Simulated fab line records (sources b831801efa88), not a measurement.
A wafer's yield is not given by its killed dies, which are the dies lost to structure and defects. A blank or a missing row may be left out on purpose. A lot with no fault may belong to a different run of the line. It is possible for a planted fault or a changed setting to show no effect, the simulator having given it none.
Shared-tool check | flow gf180mcu | 33 wafers sampled across 11 lots

## WHY IT WAS OPENED
On 2 of the 11 lots, a flag is raised at GF_TOP_METAL_CD_MEAS_14 on the reading cdNm. Wafers without a fault read 440.6 nm, standard deviation 2.2.
Rule: a lot gets a flag if all its wafers with a number sit over 4 standard deviations from that mean, or if no wafer of it has a number. As for the other lots, they are considered sound.

lot  | measured     | on       | cdNm (nm), wafer by wafer | flag
L473 | day 28 23:13 | cdSem-01 | 437.8 438.7 439.7         | 
L474 | day 29 06:10 | cdSem-01 | 439.8 438.8 441.9         | 
L475 | day 29 18:16 | cdSem-02 | 439.2 439.2 439.9         | 
L476 | day 29 22:34 | cdSem-01 | 440.0 438.8 439.2         | 
L479 | day 30 21:19 | cdSem-02 | 435.8 437.0 437.6         | 
L481 | day 31 11:37 | cdSem-02 | 441.8 439.3 440.8         | 
L483 | day 31 21:22 | cdSem-02 | 440.3 441.9 440.8         | 
L484 | day 32 02:34 | cdSem-01 | 446.5 443.1 445.6         | 
L486 | day 32 14:05 | cdSem-01 | 467.9 470.9 468.3         | FLAGGED
L487 | day 33 01:02 | cdSem-01 | 459.9 462.2 461.3         | FLAGGED
L494 | day 34 15:34 | cdSem-02 | 438.4 438.6 436.3         | 
Average over the flagged lots: 465.1 nm; offset from the usual +24.5 nm, equal to +11 standard deviations.

## TOOL THAT RAN EACH LOT
Before the reading, the record contains 3 process steps out of a 602-step route. In each cell: the tool, then ch and the chambers that the sampled wafers went through, then the start.
lot  | flag    | GF_M5_METAL_ETCH_10              | GF_M5_STRIP_11                      | GF_TOP_METAL_EXPOSE_11
L473 |         | rieMetal-04 ch 0,1, day 27 02:46 | plasmaAsher-02 ch 0,1, day 27 02:53 | ilineStepper-02 ch 0, day 28 13:08
L474 |         | rieMetal-01 ch 1, day 27 10:58   | plasmaAsher-02 ch 0,1, day 27 11:13 | ilineStepper-01 ch 0, day 28 20:59
L475 |         | rieMetal-03 ch 0,1, day 28 00:24 | plasmaAsher-01 ch 0,1, day 28 00:32 | ilineStepper-02 ch 0, day 29 08:32
L476 |         | rieMetal-04 ch 0, day 28 04:01   | plasmaAsher-04 ch 0,1, day 28 04:16 | ilineStepper-01 ch 0, day 29 13:08
L479 |         | rieMetal-01 ch 0,1, day 29 05:25 | plasmaAsher-01 ch 0,1, day 29 05:32 | ilineStepper-02 ch 0, day 30 12:43
L481 |         | rieMetal-04 ch 0,1, day 29 20:10 | plasmaAsher-04 ch 0,1, day 29 20:16 | ilineStepper-01 ch 0, day 31 02:52
L483 |         | rieMetal-03 ch 0,1, day 30 07:04 | plasmaAsher-04 ch 0,1, day 30 07:11 | ilineStepper-02 ch 0, day 31 13:00
L484 |         | rieMetal-04 ch 0, day 30 12:13   | plasmaAsher-04 ch 0,1, day 30 12:20 | ilineStepper-02 ch 0, day 31 17:46
L486 | FLAGGED | rieMetal-01 ch 0,1, day 31 00:47 | plasmaAsher-01 ch 0,1, day 31 00:55 | ilineStepper-01 ch 0, day 32 05:59
L487 | FLAGGED | rieMetal-01 ch 0,1, day 31 12:06 | plasmaAsher-04 ch 0,1, day 31 12:14 | ilineStepper-01 ch 0, day 32 17:17
L494 |         | rieMetal-01 ch 0,1, day 33 05:15 | plasmaAsher-02 ch 0,1, day 33 05:23 | ilineStepper-02 ch 0, day 34 07:56
What these steps do:
- GF_M5_METAL_ETCH_10: etches the open film in Cl2/BCl3, stops on SiO2, target depth 750.8 nm, time 125.1 s.
- GF_M5_STRIP_11: strips in O2/N2.
- GF_TOP_METAL_EXPOSE_11: exposes mask MetalTop, target cd 440 nm.
- GF_TOP_METAL_CD_MEAS_14: target cd 440 nm.

## FLAGGED AGAINST TOTAL, ONE TOOL AT A TIME (gauges that did the reading follow at the end)
step                    | tool            | lots run | flagged | share of the flagged lots | sound lots run after its first flagged lot
GF_M5_METAL_ETCH_10     | rieMetal-01     | 5        | 2       | all                       | 1 (L494)
GF_M5_METAL_ETCH_10     | rieMetal-03     | 2        | 0       | none                      | -
GF_M5_METAL_ETCH_10     | rieMetal-04     | 4        | 0       | none                      | -
GF_M5_STRIP_11          | plasmaAsher-01  | 3        | 1       | some                      | 0
GF_M5_STRIP_11          | plasmaAsher-02  | 3        | 0       | none                      | -
GF_M5_STRIP_11          | plasmaAsher-04  | 5        | 1       | some                      | 0
GF_TOP_METAL_EXPOSE_11  | ilineStepper-01 | 5        | 2       | all                       | 0
GF_TOP_METAL_EXPOSE_11  | ilineStepper-02 | 6        | 0       | none                      | -
GF_TOP_METAL_CD_MEAS_14 | cdSem-01        | 6        | 2       | all                       | 0
GF_TOP_METAL_CD_MEAS_14 | cdSem-02        | 5        | 0       | none                      | -

## WHAT THE TABLE PERMITS
Every flagged lot was run by 3 rows of the table: rieMetal-01 at GF_M5_METAL_ETCH_10, ilineStepper-01 at GF_TOP_METAL_EXPOSE_11 and cdSem-01 at GF_TOP_METAL_CD_MEAS_14.
- rieMetal-01 at GF_M5_METAL_ETCH_10 ran 5 lots, 2 of them flagged. Sound lots followed the first flagged one (L494) on it, something a lasting fault affecting the whole tool could not allow.
- ilineStepper-01 at GF_TOP_METAL_EXPOSE_11 ran 5 lots, 2 of them flagged. A fault beginning between L481 (day 31 02:52), its last sound lot, and L486 (day 32 05:59), its first flagged one, fits the data. Its own readings (exposureDoseMJCm2) fall more than 4 standard deviations out on all wafers of the flagged lots.
- cdSem-01 at GF_TOP_METAL_CD_MEAS_14 ran 6 lots, 2 of them flagged. A fault beginning between L484 (day 32 02:34), its last sound lot, and L486 (day 32 14:05), its first flagged one, fits the data.
Because each of these 2 tools fits a fault that began at some hour, counting lots does not separate them. More lots, or a look at what each step does to the wafer, might.

## WHAT WAS PUT IN BY THE SIMULATOR
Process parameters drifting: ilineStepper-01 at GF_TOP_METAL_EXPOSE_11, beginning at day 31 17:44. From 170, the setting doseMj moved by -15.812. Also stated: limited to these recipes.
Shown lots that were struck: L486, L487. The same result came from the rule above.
